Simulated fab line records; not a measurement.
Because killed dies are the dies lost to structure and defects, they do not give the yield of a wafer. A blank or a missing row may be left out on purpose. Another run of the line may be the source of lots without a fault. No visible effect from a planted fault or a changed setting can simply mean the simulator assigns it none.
8D (eight disciplines) problem report, filled in by code | flow gf180mcu | the parts of the form that need people (team, actions taken, sign-off) are left out

1. PROBLEM STATEMENT
At GF_DNWELL_EXPOSE_04, exposure_dose_mJ_cm2 averages 247.20 over 6 wafers from 2 lots, while fault-free wafers read 260.02, standard deviation 0.26. That is -49 standard deviations from the usual mean.
The step: exposes mask DNWELL, target cd 1700 nm.
Earliest sighting: wafer L872.3 on iline_stepper-02 at day 4 22:25. Wafers with a number at this step in the record: 39, from 13 lots. Rule for "out", or "out of limits": more than 4 standard deviations from the usual mean. All remaining wafers that have a number are taken as sound.

2. WHAT IT IS, WHAT IT ISN'T
question                    | is                     | is not
which readings at this step | exposure_dose_mJ_cm2   | reticle_temp_C
which lots                  | L872, L874             | L861, L862, L863, L866, L869, L870, L871, L877, L881, L882, L884
which wafers of those lots  | all that have a number | -
read on which tools         | iline_stepper-02       | iline_stepper-01
when                        | from day 4 22:25       | up to then (21 sound wafers); but 12 sound wafers of L877, L881, L882, L884 came after

3. SUSPECTS, AND WHAT RULES EACH OUT
Counting: any tool at a process step up to the reading is kept as a suspect provided that every lot that is out went through it and no sound lot did after the first of them.
- iline_stepper-02 at GF_DNWELL_EXPOSE_04 (exposes mask DNWELL, target cd 1700 nm): kept. Every lot that is out went through it, starting with L872 (day 4 22:25), and after that it ran no sound lot; the last sound lot it ran before then is L869 (day 4 06:27). Its own exposure_dose_mJ_cm2 readings are out on those wafers.
Remaining after the count: iline_stepper-02 at GF_DNWELL_EXPOSE_04.

4. THE CAUSE (what the simulator had put in)
Process parameter drift: iline_stepper-02, from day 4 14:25 on, at GF_DNWELL_EXPOSE_04. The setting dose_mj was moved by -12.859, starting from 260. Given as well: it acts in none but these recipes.
The count eliminated every tool but this one.

5. SEQUENCE OF EFFECTS, ordered by route
Each row: a reading whose mean over the struck wafers that have a number lies more than 3 standard deviations from the usual. Readings are gone through only where the record gives a usual standard deviation; hours: the median, over the lots, of the time from a lot's start at the first step in this table giving one to that lot's start at this step; sigmas: the change measured in usual standard deviations.
hours | step                | reading              | usual  | on struck wafers | change | sigmas
0     | GF_DNWELL_EXPOSE_04 | exposure_dose_mJ_cm2 | 260.02 | 247.20           | -12.82 | -49
Here are the process steps it includes:
- GF_DNWELL_EXPOSE_04: exposes mask DNWELL, target cd 1700 nm.
Later measuring or inspecting steps at which every struck wafer that the step has a row for has a number for every such reading, and none has moved that far: GF_MVPSD_OVL_MEAS_07, GF_HV_LDD_CD_MEAS_31.

6. HOW IT WOULD HAVE BEEN CAUGHT EARLIER
8 hours passed between the start of the fault at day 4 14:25 and the first reading out of limits in this record, taken at day 4 22:25.
